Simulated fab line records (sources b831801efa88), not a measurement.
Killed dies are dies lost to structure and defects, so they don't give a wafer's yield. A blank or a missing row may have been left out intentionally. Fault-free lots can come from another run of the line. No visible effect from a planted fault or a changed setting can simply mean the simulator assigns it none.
A lot that was struck, set against a sound lot | flow sky130 | 14 out of 708 route steps
Sound: wafers L160.3, L160.4, L160.6. Struck: wafers L167.2, L167.3, L167.6. At the end, the cause is stated.
At each step with rows: each side's tool, then ch and its chambers, then its first start. Under that, the readings that differ: sound wafers | struck wafers | difference of the means | sigmas: that difference in standard deviations of wafers without a fault.
alike: a reading whose means differ by less than 2 such deviations, as well as words and numbers matching on both sides. not compared: withheld readings; readings where some wafer has no value; bounds like >300 that might hide an equal value; numbers whose values overlap and for which the record gives no deviation.
Wherever a step has rows on one side only, a row that says differs or no value, or a row with sigmas, the two part there. Numbers that don't overlap but have no deviation are shown without sigmas and don't part them. Lack of a reading on every wafer of one side parts them only where that side has two or more wafers.

SKY_METAL4_STRIP_19: strips in O2/N2.
  sound on plasma asher-02 ch 0,1, day 42 14:10; struck on plasma asher-02 ch 0,1, day 44 17:02
  alike: drypump motor current A, oes product au, strip time to endpoint s
  not compared: rf hours counter h
then, 4 steps without rows for these wafers: SKY_METAL4_STRIP_20 (strips in post etch residue remover, time 1200 s); SKY_METAL4_CLEAN_21 (cleans in IPA, time 180 s); SKY_METAL4_CLEAN_22 (cleans in O3/DIW); SKY_VIA4_HDPCVD_00 (deposits SiO2, target thk 1750 nm, time 291.7 s).
SKY_VIA4_THK_MEAS_01:
  sound on film metro-02, day 42 15:00; struck on film metro-01, day 44 17:54
  alike: VIA4_HDPCVD_THK
SKY_VIA4_CMP_02: polishes SiO2.
  sound on cmp-02 ch 1,2, day 42 15:05; struck on cmp-02 ch 0,1, day 44 17:57
  alike: head pressure psi, motor current A, platen rpm
SKY_VIA4_BOW_MEAS_03:
  sound on film metro-01, day 42 15:23; struck on film metro-01, day 44 18:16
  alike: VIA4_BOW
then, 4 steps without rows for these wafers: SKY_VIA4_DEHYDRATE_04 (time 60 s); SKY_VIA4_HMDS_05 (prime time 60 s); SKY_VIA4_COAT_06 (resist thk 1140 nm); SKY_VIA4_SOFTBAKE_07 (time 60 s).
SKY_VIA4_EXPOSE_08: exposes mask VIM4, target cd 800 nm.
  sound on iline stepper-02 ch 0, day 43 03:10; struck on iline stepper-02, day 45 04:52
  no value came back on the struck wafers for exposure dose mJ cm2, focus offset nm (nm); on the sound wafers exposure dose mJ cm2 reads 132.04 132.04 131.93
  alike: mask
after that, 1 step had no rows for these wafers: SKY_VIA4_PEB_09.

WHERE THEY PART
Within this record, at SKY_VIA4_EXPOSE_08 only.

WHY: what had been put in by the simulator
Whole step skipped at SKY_VIA4_EXPOSE_08 on iline stepper-02, starting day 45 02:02. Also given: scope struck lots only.
